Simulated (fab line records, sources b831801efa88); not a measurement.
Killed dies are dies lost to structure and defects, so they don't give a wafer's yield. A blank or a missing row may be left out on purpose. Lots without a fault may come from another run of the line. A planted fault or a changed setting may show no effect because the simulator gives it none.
Which tool did it? | flow sky130 | 6 lots, 18 wafers sampled, at 3 steps of a route of 708

WHAT THE GAUGES READ, wafer by wafer
SKY_NWELL_TW_MEAS_15.
lot  | measured     | on            | NWELL_TW
L803 | day 4 18:52  | film_metro-02 | 1824 1825 1823
L805 | day 5 07:34  | film_metro-04 | 1816 1816 1819
L808 | day 6 03:43  | film_metro-04 | 30 30 30
L819 | day 8 15:46  | film_metro-02 | 1812 1821 1822
L822 | day 9 09:44  | film_metro-02 | 1828 1828 1814
L824 | day 10 05:06 | film_metro-02 | 1830 1823 1822

WHICH TOOL RAN EACH LOT (tool, then ch and the chambers of the sampled wafers, then the start)
lot  | SKY_PWDE_STRIP_09                   | SKY_NWELL_STRIP_14
L803 | plasma_asher-03 ch 0,1, day 4 01:56 | plasma_asher-04 ch 0,1, day 4 18:45
L805 | plasma_asher-04 ch 0,1, day 4 13:45 | plasma_asher-01 ch 0,1, day 5 07:29
L808 | plasma_asher-03 ch 0,1, day 5 08:28 | plasma_asher-03 ch 0,1, day 6 03:37
L819 | plasma_asher-02 ch 0,1, day 7 18:25 | plasma_asher-04 ch 0,1, day 8 15:40
L822 | plasma_asher-02 ch 0,1, day 8 11:58 | plasma_asher-03 ch 0,1, day 9 09:39
L824 | plasma_asher-04 ch 1, day 9 06:28   | plasma_asher-03 ch 0,1, day 10 05:00
- SKY_PWDE_STRIP_09: strips in O2/N2.
- SKY_NWELL_STRIP_14: strips in O2/N2.

THE ANSWER, worked out from the rows above alone
Rule: what is usual is taken from the lots themselves. Put in order of their means at a reading, lots are off if they are a third of the lots or fewer, leave a main group of 4 or more, and stand apart from it by a gap of 3 or more times the standard deviation of the main group's means; of several such gaps the widest counts. A main group whose means are all the same, to the digits that the tables above print for the reading, isn't used. A lot without any number at a reading at which 4 lots or more have one is off too. The other lots that the step has rows for count as sound.
Off: L808, at SKY_NWELL_TW_MEAS_15 (NWELL_TW). The main group: mean 1822, standard deviation 3.2.
A tool fits if, at a process step before that reading, it ran every lot that is off, and no sound lot after the first of them. The gauges at SKY_NWELL_TW_MEAS_15 are tried like those tools. Can't be told from this: 2 tools fit, plasma_asher-03 at SKY_PWDE_STRIP_09, film_metro-04 at SKY_NWELL_TW_MEAS_15.

WHAT THE SIMULATOR HAD PUT IN
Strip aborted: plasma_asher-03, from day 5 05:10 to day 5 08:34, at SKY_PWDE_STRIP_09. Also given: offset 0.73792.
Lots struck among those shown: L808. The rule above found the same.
